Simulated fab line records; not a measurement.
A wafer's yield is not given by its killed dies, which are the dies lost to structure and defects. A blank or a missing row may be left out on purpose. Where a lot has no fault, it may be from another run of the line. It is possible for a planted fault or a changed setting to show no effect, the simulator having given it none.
fab line records	flow sky130
record lots=6	wafers=18	lastDay=50
route steps=708 shown SONOS_ONO@176 GATE_OXIDE@187 POLY_GATE@204 PAD_OPEN@708
lots that met no fault: from a run of the same line without faults
startH: start of the lot's first displayed wafer, in hours after the record's first day	waitH: time in hours since the lot's previous step	" unchanged from the row above	L1.1+2: a row that stands for several wafers	- no value, or no start was given	* or withheld: withheld	< > ~ a bound
route shown NAME@n: NAME is a module with steps in the file, n the number in the route of the first one	usual: average and standard deviation across the fault-free wafers	same: alike in all rows	chamber/n: place in a boat	sites: readings site by site	_std_site: their standard deviation	_edge_site: the outer-site mean with the inner-site mean subtracted	radiusMm: for every site, how far away it sits from the centre of the wafer	mask NAME#n: copy n	behind: the last tool/chamber to shape the wafer	hold: reason for holding the lot/hours on hold/outcome of the hold	device: which transistor (n, p or np) failed to switch	end of line: at the end of the route, the tests of the same wafers	a step given without rows: its recipe and nothing more	killed: the dies lost at the first sort to structure and to defects; this is not the yield of the wafer	map: per-die view of a wafer (x killed, . not killed, _ where there is no die)
set.NAME: the setting as run; set.NAME@STEP: as run at that earlier step	model.NAME: the simulator's own value behind a step, which no gauge read
lots at selected steps of the route; one table per step, one row per wafer
services: when a tool's chamber went out of use (startH, in hours from the record's first day, below 0 if earlier), for how many hours, and the reason
## steps
# step SKY_SONOS_ONO_COAT_08
# recipe resist=NOVOLAK	spinRpm=3000	resistThkNm=1140
# step SKY_SONOS_ONO_SOFTBAKE_09
# recipe tempC=90	timeS=60	resist=NOVOLAK
# step SKY_SONOS_ONO_EXPOSE_10
# recipe maskId=ONOM	targetCdNm=410	na=0.6	sourceShape=conventional	sigmaOuter=0.6	doseMj=150
# step SKY_SONOS_ONO_PEB_11
# recipe tempC=withheld	timeS=*	resist=NOVOLAK
# step SKY_SONOS_ONO_DEVELOP_12
# recipe developTimeS=60	devTempC=23
# step SKY_SONOS_ONO_CD_MEAS_13
# recipe targetCdNm=410
# usual cdNm=410.5/2.5
lot.wafer	tool	chamber	startH	waitH	cdNm
L697.1	cdSem-02	-	326.19	0.1	413.0
L697.3	"	-	"	"	411.6
L697.5	"	-	"	"	412.7
L698.1	cdSem-01	-	333.74	0.1	407.9
L698.5	"	-	"	"	408.5
L698.6	"	-	"	"	406.8
L703.1	cdSem-02	-	375.79	0.1	412.1
L703.4	"	-	"	"	414.2
L703.5	"	-	"	"	411.1
L705.1	cdSem-01	-	392.10	0.1	414.3
L705.2	"	-	"	"	414.5
L705.4	"	-	"	"	413.1
L710.4	cdSem-01	-	432.48	0.1	411.4
L710.5	"	-	"	"	407.2
L710.6	"	-	"	"	409.4
L713.2	cdSem-01	-	455.64	0.1	411.3
L713.3	"	-	"	"	409.6
L713.5	"	-	"	"	412.3
# step SKY_SONOS_ONO_OVL_MEAS_14
# usual SONOS_ONO_OVL=-1.8/1.4
lot.wafer	tool	chamber	startH	waitH	SONOS_ONO_OVL[nm]
L697.1	overlay-02	-	326.31	0.1	-0.1
L697.3	"	-	"	"	-2.1
L697.5	"	-	"	"	-2.0
L698.1	overlay-02	-	333.86	0.1	-2.8
L698.5	"	-	"	"	-1.0
L698.6	"	-	"	"	-2.7
L703.1	overlay-02	-	375.91	0.1	-0.1
L703.4	"	-	"	"	-2.7
L703.5	"	-	"	"	-2.4
L705.1	overlay-02	-	392.22	0.1	-0.8
L705.2	"	-	"	"	0.2
L705.4	"	-	"	"	-4.2
L710.4	overlay-01	-	432.56	0.1	-2.9
L710.5	"	-	"	"	-1.2
L710.6	"	-	"	"	-4.7
L713.2	overlay-01	-	455.75	0.1	-3.9
L713.3	"	-	"	"	-4.9
L713.5	"	-	"	"	-4.1
# step SKY_SONOS_ONO_ETCH_15
# recipe targetDepthNm=19.52	chemistry=CHF3/O2	sourceW=610.5	biasW=200	pressureMtorr=40	chf3FlowSccm=50	O2_flow_sccm=5	timeS=7.8
# usual O2_flow_sccm=4.999/0.015	drypumpMotorCurrentA=5.7/0.4	oesProductAu=1.006/0.0068	throttleValvePct=8.827/0.009
lot.wafer	tool	chamber	startH	waitH	O2_flow_sccm	drypumpMotorCurrentA	oesProductAu	rfHoursCounterH	throttleValvePct
L697.1	rieDiel-04	1	326.35	0.0	5.022	5.8	1.007	14	8.818
L697.3	"	3	"	"	5.025	5.6	0.993	25	8.819
L697.5	"	3	"	"	5.002	5.6	0.996	-	8.834
L698.1	rieDiel-01	2	333.90	0.0	5.009	6.0	1.011	8	8.816
L698.5	"	3	"	"	4.984	5.7	1.014	-	8.840
L698.6	"	1	"	"	4.994	5.9	1.017	-	8.837
L703.1	rieDiel-01	1	375.95	0.0	4.962	5.8	1.004	103	8.796
L703.4	"	3	"	"	5.012	5.7	1.004	1	8.830
L703.5	"	3	"	"	4.983	5.8	1.009	-	8.833
L705.1	rieDiel-03	3	392.26	0.0	5.016	6.4	1.000	71	8.836
L705.2	"	1	"	"	5.033	5.9	1.006	85	8.833
L705.4	"	0	"	"	5.008	6.4	1.008	0	8.827
L710.4	rieDiel-04	0	432.58	0.0	4.983	5.1	1.005	45	8.818
L710.5	"	0	"	"	4.990	5.1	1.010	-	8.830
L710.6	"	3	"	"	4.999	5.6	0.998	-	8.827
L713.2	rieDiel-01	1	455.78	0.0	5.002	5.8	1.014	1	8.825
L713.3	"	3	"	"	4.974	5.7	1.013	2	8.823
L713.5	"	3	"	"	4.992	5.7	1.013	-	8.835
# step SKY_SONOS_ONO_WET_ETCH_16
# recipe chemistry=dHF	targetDepthNm=14	dry=n2Spin	target=SiO2	dilution=100:1	tempC=25	timeS=280
# step SKY_SONOS_ONO_STRIP_17
# recipe chemistry=O2/N2	powerW=1400	pressureMtorr=1500	platenTempC=withheld	o2FlowSccm=3000	n2FlowSccm=300	overashFraction=0.5
# usual drypumpMotorCurrentA=6.1/0.43	oesProductAu=0.710/0.0045	stripTimeToEndpointS=14.11/0.032
lot.wafer	tool	chamber	startH	waitH	drypumpMotorCurrentA	oesProductAu	rfHoursCounterH	stripTimeToEndpointS
L697.1	plasmaAsher-01	1	326.45	0.0	5.9	0.709	68	14.15
L697.3	"	1	"	"	5.9	0.708	-	14.18
L697.5	"	0	"	"	5.7	0.712	-	14.13
L698.1	plasmaAsher-03	0	334.00	0.0	6.4	0.716	50	14.10
L698.5	"	0	"	"	6.4	0.712	-	14.10
L698.6	"	1	"	"	5.3	0.707	-	14.12
L703.1	plasmaAsher-04	1	376.05	0.0	6.5	0.709	71	14.13
L703.4	"	0	"	"	6.4	0.705	-	14.11
L703.5	"	1	"	"	6.5	0.709	-	14.13
L705.1	plasmaAsher-03	0	392.37	0.0	6.4	0.704	57	14.09
L705.2	"	1	"	"	5.3	0.702	57	14.14
L705.4	"	1	"	"	5.3	0.715	-	14.10
L710.4	plasmaAsher-04	0	432.72	0.0	6.4	0.708	-	14.09
L710.5	"	1	"	"	6.5	0.707	-	14.12
L710.6	"	0	"	"	6.4	0.707	-	14.09
L713.2	plasmaAsher-04	1	455.88	0.0	6.5	0.707	79	14.10
L713.3	"	1	"	"	6.5	0.715	-	14.14
L713.5	"	0	"	"	6.4	0.703	-	14.14
# step SKY_SONOS_ONO_WET_ETCH_18
# recipe chemistry=H3PO4	targetDepthNm=15	target=Si3N4	tempC=160	timeS=172
# step SKY_GATE_OXIDE_CLEAN_00
# recipe chemistry=SC1/SC2	mix=1:4:20	tempC=70	timeS=150	dry=n2Spin
# step SKY_GATE_OXIDE_OXIDATION_01
# recipe tempC=900	ambient=O2	stabiliseS=600	purgeS=300	targetThkA=102.68	oxTimeS=1473
# usual oxTimeS=1473/0	spikeTcUpperC=899.0/1.1	tube_center_temp_C_max=902.3/0.42	zonePowerBottomPct=30.3/1.4	zonePowerTopPct=32.7/1.6
lot.wafer	tool	chamber	startH	waitH	oxTimeS	spikeTcUpperC	tube_center_temp_C_max	zonePowerBottomPct	zonePowerTopPct	model.SiO2_of_GATE_OXIDE_OXIDATION_01.thkNm
L697.1	furnace-02	0	327.52	0.9	1473	898.5	902.2	29.3	33.5	10.13
L697.3	"	0	"	"	1473	898.0	902.4	28.9	34.2	9.859
L697.5	"	0	"	"	1473	897.7	902.0	28.9	33.6	10.07
L698.1	furnace-01	0	334.21	0.0	1473	899.9	901.9	32.3	31.1	10.31
L698.5	"	0	"	"	1473	900.3	902.1	31.8	30.4	10.22
L698.6	"	0	"	"	1473	899.0	902.6	31.7	30.9	10.27
L703.1	furnace-01	0	377.71	1.5	1178.4	899.8	902.9	31.6	31.5	8.84
L703.4	"	0	"	"	1178.4	899.3	902.2	31.5	30.8	8.767
L703.5	"	0	"	"	1178.4	899.5	901.6	31.8	30.9	8.656
L705.1	furnace-01	0	393.52	1.0	1178.4	901.0	902.5	31.9	31.2	8.796
L705.2	"	0	"	"	1178.4	900.2	902.9	31.4	31.3	8.973
L705.4	"	0	"	"	1178.4	898.3	902.1	31.8	30.8	8.866
L710.4	furnace-02	0	432.89	0.0	1473	897.6	902.4	29.5	34.1	10.48
L710.5	"	0	"	"	1473	898.8	902.6	29.0	34.4	10.4
L710.6	"	0	"	"	1473	899.0	902.7	29.4	34.1	10.47
L713.2	furnace-01	0	456.09	0.0	1473	900.2	902.2	31.4	30.8	9.977
L713.3	"	0	"	"	1473	899.4	902.3	32.3	30.2	10.14
L713.5	"	0	"	"	1473	899.3	902.4	31.4	31.0	10.22
# step SKY_GATE_OXIDE_THK_MEAS_02
# recipe reads=SiO2_of_GATE_OXIDE_OXIDATION_01
# usual GATE_OXIDE_OXIDATION_00_THK=10.34/0.2
lot.wafer	tool	chamber	startH	waitH	hold	GATE_OXIDE_OXIDATION_00_THK[nm]
L697.1	filmMetro-04	-	328.93	0.0	-	10.14
L697.3	"	-	"	"	-	9.84
L697.5	"	-	"	"	-	10.07
L698.1	filmMetro-01	-	335.62	0.0	-	10.29
L698.5	"	-	"	"	-	10.20
L698.6	"	-	"	"	-	10.23
L703.1	filmMetro-03	-	379.12	0.0	awaitDispo/0.2h/release	8.92
L703.4	"	-	"	"	awaitDispo/0.2h/release	8.73
L703.5	"	-	"	"	awaitDispo/0.2h/release	8.65
L703.1	filmMetro-03	-	379.34	0.2	-	8.86
L703.4	"	-	"	"	-	8.72
L703.5	"	-	"	"	-	8.69
L705.1	filmMetro-04	-	394.93	0.0	awaitDispo/0.2h/release	8.72
L705.2	"	-	"	"	awaitDispo/0.2h/release	9.00
L705.4	"	-	"	"	awaitDispo/0.2h/release	8.87
L705.1	filmMetro-04	-	395.16	0.2	-	8.82
L705.2	"	-	"	"	-	8.98
L705.4	"	-	"	"	-	8.87
L710.4	filmMetro-01	-	434.33	0.0	-	10.50
L710.5	"	-	"	"	-	10.46
L710.6	"	-	"	"	-	10.48
L713.2	filmMetro-04	-	457.51	0.0	-	10.01
L713.3	"	-	"	"	-	10.20
L713.5	"	-	"	"	-	10.25
# step SKY_GATE_OXIDE_HMDS_04
# recipe primeTimeS=60	primeTempC=120
# step SKY_GATE_OXIDE_COAT_05
# recipe resist=NOVOLAK	spinRpm=3000	resistThkNm=1140
# step SKY_GATE_OXIDE_SOFTBAKE_06
# recipe tempC=90	timeS=60	resist=NOVOLAK
# step SKY_GATE_OXIDE_EXPOSE_07
# recipe maskId=LVOM	na=0.6	sourceShape=conventional	sigmaOuter=0.6	polarization=unpolarized	targetCdNm=600	doseMj=170
# step SKY_GATE_OXIDE_PEB_08
# recipe tempC=withheld	timeS=*	resist=NOVOLAK
# step SKY_GATE_OXIDE_DEVELOP_09
# recipe resist=NOVOLAK	developer=TMAH	developTimeS=60	devTempC=23
# step SKY_GATE_OXIDE_OVL_MEAS_10
# usual GATE_OXIDE_OVL=-1.3/1.4
lot.wafer	tool	chamber	startH	waitH	GATE_OXIDE_OVL[nm]
L697.1	overlay-01	-	356.09	0.1	-2.4
L697.3	"	-	"	"	-1.8
L697.5	"	-	"	"	-1.4
L698.1	overlay-02	-	362.39	0.1	-3.0
L698.5	"	-	"	"	-1.0
L698.6	"	-	"	"	-2.3
L703.1	overlay-02	-	407.89	0.1	-1.1
L703.4	"	-	"	"	-2.0
L703.5	"	-	"	"	-1.8
L705.1	overlay-01	-	424.71	0.1	1.3
L705.2	"	-	"	"	-2.8
L705.4	"	-	"	"	-2.4
L710.4	overlay-02	-	464.97	0.1	-1.6
L710.5	"	-	"	"	-1.2
L710.6	"	-	"	"	-0.2
L713.2	overlay-02	-	488.01	0.1	-2.8
L713.3	"	-	"	"	-3.1
L713.5	"	-	"	"	-4.1
# step SKY_GATE_OXIDE_IMPLANT_11
# recipe species=B	energyKev=10	doseCm2=2.6e+12	tiltDeg=withheld
# step SKY_GATE_OXIDE_WET_ETCH_12
# recipe chemistry=dHF	targetDepthNm=16.8	dry=n2Spin	target=SiO2	dilution=100:1	tempC=25	timeS=336
# step SKY_GATE_OXIDE_STRIP_13
# recipe chemistry=O2/N2	powerW=1400	pressureMtorr=1500	platenTempC=withheld	o2FlowSccm=3000	n2FlowSccm=300	overashFraction=0.5
# usual drypumpMotorCurrentA=5.9/0.5	oesProductAu=0.715/0.0046	stripTimeToEndpointS=14.19/0.031
lot.wafer	tool	chamber	startH	waitH	drypumpMotorCurrentA	oesProductAu	rfHoursCounterH	stripTimeToEndpointS
L697.1	plasmaAsher-03	0	356.38	0.0	6.4	0.721	52	14.16
L697.3	"	1	"	"	5.3	0.715	-	14.17
L697.5	"	1	"	"	5.3	0.712	-	14.20
L698.1	plasmaAsher-02	1	362.78	0.0	5.7	0.725	24	14.19
L698.5	"	0	"	"	5.4	0.712	-	14.18
L698.6	"	1	"	"	5.7	0.717	-	14.16
L703.1	plasmaAsher-04	0	408.19	0.0	6.4	0.714	74	14.20
L703.4	"	0	"	"	6.4	0.707	-	14.19
L703.5	"	1	"	"	6.5	0.708	-	14.18
L705.1	plasmaAsher-04	1	424.99	0.0	6.5	0.723	76	14.12
L705.2	"	0	"	"	6.5	0.715	76	14.21
L705.4	"	1	"	"	6.5	0.712	-	14.17
L710.4	plasmaAsher-03	1	465.28	0.0	5.3	0.717	-	14.15
L710.5	"	0	"	"	6.4	0.708	-	14.13
L710.6	"	1	"	"	5.3	0.716	-	14.12
L713.2	plasmaAsher-02	0	488.29	0.0	5.4	0.719	37	14.23
L713.3	"	0	"	"	5.4	0.709	-	14.22
L713.5	"	0	"	"	5.4	0.721	-	14.20
# step SKY_GATE_OXIDE_TW_MEAS_14
# usual GATE_OXIDE_TW=223.7/1.8
lot.wafer	tool	chamber	startH	waitH	hold	GATE_OXIDE_TW
L697.1	filmMetro-04	-	356.48	0.1	-	222.4
L697.3	"	-	"	"	-	221.7
L697.5	"	-	"	"	-	221.8
L698.1	filmMetro-03	-	362.88	0.1	-	224.4
L698.5	"	-	"	"	-	222.6
L698.6	"	-	"	"	-	223.2
L703.1	filmMetro-01	-	408.29	0.1	awaitDispo/0.2h/release	224.7
L703.4	"	-	"	"	awaitDispo/0.2h/release	223.9
L703.5	"	-	"	"	awaitDispo/0.2h/release	224.7
L703.1	filmMetro-01	-	408.51	0.2	-	225.9
L703.4	"	-	"	"	-	224.7
L703.5	"	-	"	"	-	225.9
L705.1	filmMetro-04	-	425.09	0.1	awaitDispo/0.2h/release	221.5
L705.2	"	-	"	"	awaitDispo/0.2h/release	220.8
L705.4	"	-	"	"	awaitDispo/0.2h/release	220.8
L705.1	filmMetro-04	-	425.32	0.2	-	221.0
L705.2	"	-	"	"	-	221.2
L705.4	"	-	"	"	-	221.8
L710.4	filmMetro-01	-	465.38	0.1	-	223.5
L710.5	"	-	"	"	-	225.0
L710.6	"	-	"	"	-	223.6
L713.2	filmMetro-03	-	488.40	0.1	-	224.9
L713.3	"	-	"	"	-	226.6
L713.5	"	-	"	"	-	225.7
# step SKY_GATE_OXIDE_OXIDATION_16
# recipe tempC=800	ambient=O2	idleTempC=700	rampUpCPerMin=10	rampDownCPerMin=3	stabiliseS=600	purgeS=300	targetThkA=35.7	oxTimeS=1915
# usual oxTimeS=1915/0	spikeTcUpperC=798.8/1.2	tube_center_temp_C_max=802.1/0.34	zonePowerBottomPct=23.7/1.1	zonePowerTopPct=27.0/1.4
lot.wafer	tool	chamber	startH	waitH	oxTimeS	spikeTcUpperC	tube_center_temp_C_max	zonePowerBottomPct	zonePowerTopPct	model.SiO2_of_GATE_OXIDE_OXIDATION_01.thkNm
L697.1	furnace-01	0	359.26	2.7	1915	796.7	801.7	24.7	25.5	11.45
L697.3	"	0	"	"	1915	799.4	802.4	24.6	25.3	11.22
L697.5	"	0	"	"	1915	799.8	802.5	25.2	25.5	11.43
L698.1	furnace-01	0	366.22	3.2	1915	798.7	803.0	24.9	25.8	11.69
L698.5	"	0	"	"	1915	799.4	802.6	24.7	25.3	11.55
L698.6	"	0	"	"	1915	801.2	802.1	24.9	25.5	11.62
L703.1	furnace-01	0	413.95	1.0	1915	799.4	801.8	25.2	25.5	10.28
L703.4	"	0	"	"	1915	799.4	801.9	24.7	25.4	10.18
L703.5	"	0	"	"	1915	799.6	801.9	24.8	24.9	10.11
L705.1	furnace-02	0	429.64	0.0	1915	798.7	802.6	22.6	28.9	10.23
L705.2	"	0	"	"	1915	797.8	802.2	23.1	28.5	10.4
L705.4	"	0	"	"	1915	798.4	802.7	22.4	28.8	10.31
L710.4	furnace-02	0	465.58	0.1	1915	798.9	801.7	23.2	28.2	11.83
L710.5	"	0	"	"	1915	797.3	802.3	23.1	27.7	11.77
L710.6	"	0	"	"	1915	797.6	802.4	22.7	27.9	11.83
L713.2	furnace-02	0	488.51	0.0	1915	798.9	802.3	22.4	28.0	11.37
L713.3	"	0	"	"	1915	799.9	802.0	22.8	28.5	11.5
L713.5	"	0	"	"	1915	799.1	801.9	22.7	28.2	11.62
# step SKY_POLY_GATE_CVD_00
# recipe material=poly-Si	targetThkNm=180	tempC=620	timeS=720	pressureMtorr=205.4
# step SKY_PAD_OPEN_PROBE_99
# usual killed_at_M0_to_M3=43/6.5	killed_at_M4_up=3.2/1.8	killedAtContacts=24/5	killedAtFrontEnd=15/4.1	killedAtOther=0.3/0.54	killedDies=85/9.3	killedOpen=47/7.2	killedShort=39/5.9
# same grossDies=492	killedAtBackSide=0
lot.wafer	tool	chamber	startH	waitH	killed_at_M0_to_M3	killed_at_M4_up	killedAtContacts	killedAtFrontEnd	killedAtOther	killedDies	killedOpen	killedShort	model.etest.nfet_16v.rOnOhmUm	model.etest.pfet_16v.rOnOhmUm	model.etest.pfetG5v0d10v5.rOnOhmUm	model.etest.tipSonos.rsOhmSq	model.etest.nfetG5v0d10v5.rOnOhmUm	model.etest.nfetG5v0d10v5.driveUaUm	model.etest.nfet_05v0_nvt.driveUaUm	model.etest.pfetG5v0d10v5.driveUaUm
L697.1	prober-02	-	1114.44	0.1	27	6	27	16	0	76	45	31	1.425e+04	1.486e+04	4671	2633	1882	616.9	581.1	349.4
L697.3	prober-02	-	1114.54	0.2	44	4	18	22	0	88	50	38	1.41e+04	1.486e+04	4632	2547	1845	629.1	593.9	357.6
L697.5	prober-02	-	1114.64	0.2	46	8	23	17	0	94	48	45	1.42e+04	1.478e+04	4638	2622	1869	614.6	584.6	353.6
L698.1	prober-01	-	1119.92	0.1	49	3	31	10	2	95	45	49	1.398e+04	1.494e+04	4684	2702	1889	608.5	579.4	341.5
L698.5	prober-01	-	1120.12	0.2	47	2	22	14	0	85	42	43	1.398e+04	1.501e+04	4726	2664	1879	614.8	582.5	346.2
L698.6	prober-01	-	1120.17	0.2	39	2	31	17	1	90	52	37	1.381e+04	1.484e+04	4748	2691	1898	607.3	581.3	341.8
L703.1	prober-02	-	1146.70	0.1	45	3	33	17	1	99	64	35	1.328e+04	1.494e+04	4515	2420	1772	680.7	639.4	370.4
L703.4	prober-02	-	1146.85	0.2	43	3	24	11	0	81	49	32	1.328e+04	1.46e+04	4420	2422	1741	685.4	647.2	374.8
L703.5	prober-02	-	1146.90	0.2	35	4	24	9	0	72	36	36	1.324e+04	1.469e+04	4439	2408	1754	686.5	648.2	376.1
L710.4	prober-01	-	1179.14	0.2	46	3	25	19	0	93	55	38	1.398e+04	1.525e+04	4797	2754	1907	600.4	573.6	335.8
L710.5	prober-01	-	1179.19	0.2	46	1	23	18	0	88	44	44	1.417e+04	1.534e+04	4694	2750	1858	603.7	578.4	346.4
L710.6	prober-01	-	1179.24	0.2	29	3	20	18	0	70	41	29	1.392e+04	1.515e+04	4758	2756	1878	600.5	571.1	339.9
L713.2	prober-02	-	1189.34	0.1	42	4	26	10	0	82	44	38	1.407e+04	1.531e+04	4737	2553	1842	622.9	594.6	343.6
L713.3	prober-02	-	1189.39	0.2	49	3	29	23	0	104	55	49	1.393e+04	1.535e+04	4790	2578	1854	614.6	587.5	339.8
L713.5	prober-02	-	1189.49	0.2	44	1	22	10	1	78	41	37	1.413e+04	1.542e+04	4781	2572	1866	604.4	578.1	335.8
# killed by level:class
L697.1 CONTACT:geometricParticle:open=8 LI_CONTACT:geometricParticle:open=8 VIA1:geometricParticle:open=7 VIA2:geometricParticle:open=5 METAL2:geometricParticle:short=5 POLY_GATE:geometricParticle:open=4 LOCAL_INTERCONNECT:geometricParticle:short=4 FIELD_ISO:geometricParticle:open=3
L697.3 VIA1:geometricParticle:open=10 VIA2:geometricParticle:open=9 METAL1:geometricParticle:short=6 VIA3:geometricParticle:open=6 FIELD_ISO:geometricParticle:short=5 LI_CONTACT:geometricParticle:open=5 LOCAL_INTERCONNECT:geometricParticle:short=5 FIELD_ISO:geometricParticle:open=4
L697.5 LI_CONTACT:geometricParticle:open=10 VIA1:geometricParticle:open=10 VIA2:geometricParticle:short=9 VIA1:geometricParticle:short=7 CONTACT:geometricParticle:open=6 FIELD_ISO:geometricParticle:short=5 METAL4:geometricParticle:short=5 VIA2:geometricParticle:open=5
L698.1 CONTACT:geometricParticle:open=12 VIA1:geometricParticle:open=11 VIA1:geometricParticle:short=9 CONTACT:geometricParticle:short=6 METAL2:geometricParticle:short=6 LI_CONTACT:geometricParticle:open=5 POLY_GATE:geometricParticle:open=4 VIA3:geometricParticle:open=4
L698.5 METAL1:geometricParticle:short=10 VIA1:geometricParticle:open=9 CONTACT:geometricParticle:open=7 VIA1:geometricParticle:short=7 VIA3:geometricParticle:open=7 LI_CONTACT:geometricParticle:open=6 LI_CONTACT:geometricParticle:short=4 METAL2:geometricParticle:short=4
L698.6 LI_CONTACT:geometricParticle:open=9 CONTACT:geometricParticle:open=9 VIA3:geometricParticle:open=8 CONTACT:geometricParticle:short=7 METAL2:geometricParticle:short=7 VIA2:geometricParticle:open=7 FIELD_ISO:geometricParticle:open=5 POLY_GATE:geometricParticle:short=5
L703.1 VIA1:geometricParticle:open=14 CONTACT:geometricParticle:open=11 LI_CONTACT:geometricParticle:open=10 VIA2:geometricParticle:open=8 LI_CONTACT:geometricParticle:short=7 FIELD_ISO:geometricParticle:open=5 VIA1:geometricParticle:short=5 POLY_GATE:geometricParticle:short=4
L703.4 VIA1:geometricParticle:open=15 LI_CONTACT:geometricParticle:open=11 VIA3:geometricParticle:open=5 METAL1:geometricParticle:short=5 CONTACT:geometricParticle:open=5 FIELD_ISO:geometricParticle:short=4 VIA2:geometricParticle:open=4 POLY_GATE:geometricParticle:open=3
L703.5 CONTACT:geometricParticle:open=8 VIA2:geometricParticle:open=8 METAL3:geometricParticle:short=7 LI_CONTACT:geometricParticle:open=7 METAL4:geometricParticle:short=4 METAL2:geometricParticle:short=4 VIA1:geometricParticle:open=4 CONTACT:geometricParticle:short=4
L710.4 VIA1:geometricParticle:open=16 CONTACT:geometricParticle:open=9 LI_CONTACT:geometricParticle:open=7 VIA1:geometricParticle:short=7 POLY_GATE:geometricParticle:short=5 METAL1:geometricParticle:short=5 VIA3:geometricParticle:open=5 FIELD_ISO:geometricParticle:short=4
L710.5 METAL2:geometricParticle:short=9 VIA1:geometricParticle:open=9 LI_CONTACT:geometricParticle:open=8 CONTACT:geometricParticle:open=8 METAL1:geometricParticle:short=7 VIA2:geometricParticle:open=5 POLY_GATE:geometricParticle:short=5 VIA1:geometricParticle:short=5
L710.6 LI_CONTACT:geometricParticle:open=8 VIA3:geometricParticle:open=7 VIA1:geometricParticle:open=6 POLY_GATE:geometricParticle:short=5 CONTACT:geometricParticle:open=5 FIELD_ISO:geometricParticle:short=3 SPACER:geometricParticle:open=3 LI_CONTACT:geometricParticle:short=3
L713.2 CONTACT:geometricParticle:open=12 VIA1:geometricParticle:open=10 METAL2:geometricParticle:short=7 LI_CONTACT:geometricParticle:open=6 FIELD_ISO:geometricParticle:open=4 LOCAL_INTERCONNECT:geometricParticle:short=4 CONTACT:geometricParticle:short=4 VIA1:geometricParticle:short=4
L713.3 CONTACT:geometricParticle:open=13 VIA1:geometricParticle:open=12 METAL2:geometricParticle:short=10 FIELD_ISO:geometricParticle:open=6 VIA3:geometricParticle:open=6 FIELD_ISO:geometricParticle:short=5 LOCAL_INTERCONNECT:geometricParticle:short=5 VIA1:geometricParticle:short=5
L713.5 VIA1:geometricParticle:open=13 CONTACT:geometricParticle:open=8 CONTACT:geometricParticle:short=7 METAL2:geometricParticle:short=5 VIA2:geometricParticle:open=5 VIA3:geometricParticle:open=5 METAL1:geometricParticle:short=4 METAL3:geometricParticle:short=4
## services
tool	chamber	startH	hours	kind
plasmaAsher-01	-	307.09	7.8	repair
rieDiel-01	2	307.27	2.4	repair
plasmaAsher-03	-	317.45	8.4	repair
rieDiel-01	0	327.39	12.7	repair
plasmaAsher-02	-	328.44	4.4	repair
furnace-02	-	347.04	4.3	pm
furnace-02	-	362.69	5.9	repair
plasmaAsher-01	-	363.29	31.4	repair
furnace-01	-	379.12	3.6	pm
rieDiel-04	0	386.27	4.2	repair
rieDiel-04	1	406.07	5.0	repair
rieDiel-04	2	414.05	8.8	repair
rieDiel-01	1	414.83	-	clean
rieDiel-01	1	414.83	10.6	scheduledDown
rieDiel-01	1	414.83	10.6	ventCycle
rieDiel-04	0	417.19	3.3	repair
plasmaAsher-01	-	421.31	9.0	pm
rieDiel-01	0	433.62	-	clean
rieDiel-01	0	433.62	28.0	scheduledDown
rieDiel-01	3	438.51	13.3	repair
furnace-02	-	439.62	2.6	pm
plasmaAsher-02	-	446.53	1.2	repair
rieDiel-04	2	465.96	5.6	repair
rieDiel-04	-	473.99	0.8	repair
## key
firstSign step=SKY_GATE_OXIDE_OXIDATION_01	reading=oxTimeS	direction=down	sigmas=99+	usual=*	struck=*
effect step=SKY_GATE_OXIDE_THK_MEAS_02	reading=visit	direction=added
effect step=SKY_GATE_OXIDE_THK_MEAS_02	reading=GATE_OXIDE_OXIDATION_00_THK	direction=down	sigmas=7.8	usual=10.34	struck=8.81
effect step=SKY_GATE_OXIDE_TW_MEAS_14	reading=visit	direction=added
modelEffect step=SKY_GATE_OXIDE_OXIDATION_01	value=SiO2_of_GATE_OXIDE_OXIDATION_01.thkNm	without=10.3	struck=8.816
modelEffect step=SKY_GATE_OXIDE_OXIDATION_16	value=SiO2_of_GATE_OXIDE_OXIDATION_01.thkNm	without=11.62	struck=10.25
modelEffect step=SKY_PAD_OPEN_PROBE_99	value=etest.nfet_16v.rOnOhmUm	without=1.397e+04	struck=1.326e+04
metAt SKY_GATE_OXIDE_OXIDATION_01
struckWafers L703.1,L703.4,L703.5,L705.1,L705.2,L705.4
rowsEnd L705.1,L705.2,L705.4
testerLeftOut L703
onsetBetween 334.21 377.71
fault kind=processParameterDrift	tool=furnace-01	chamber=-	onsetH=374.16	steps=SKY_GATE_OXIDE_OXIDATION_01	channel=oxTimeS	offset=*	shape=step	endH=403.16	actsIn=*	stated=*
# testerLeftOut: of these lots the tester's yield and bins aren't shown, on N5 and GAA mostly nor the transistor test; their killed dies are dies lost to structure and defects alone, not to doping, threshold or leakage, so they don't give the yield
# rowsEnd: these wafers met a further fault down the route, and their rows from its step on are left out
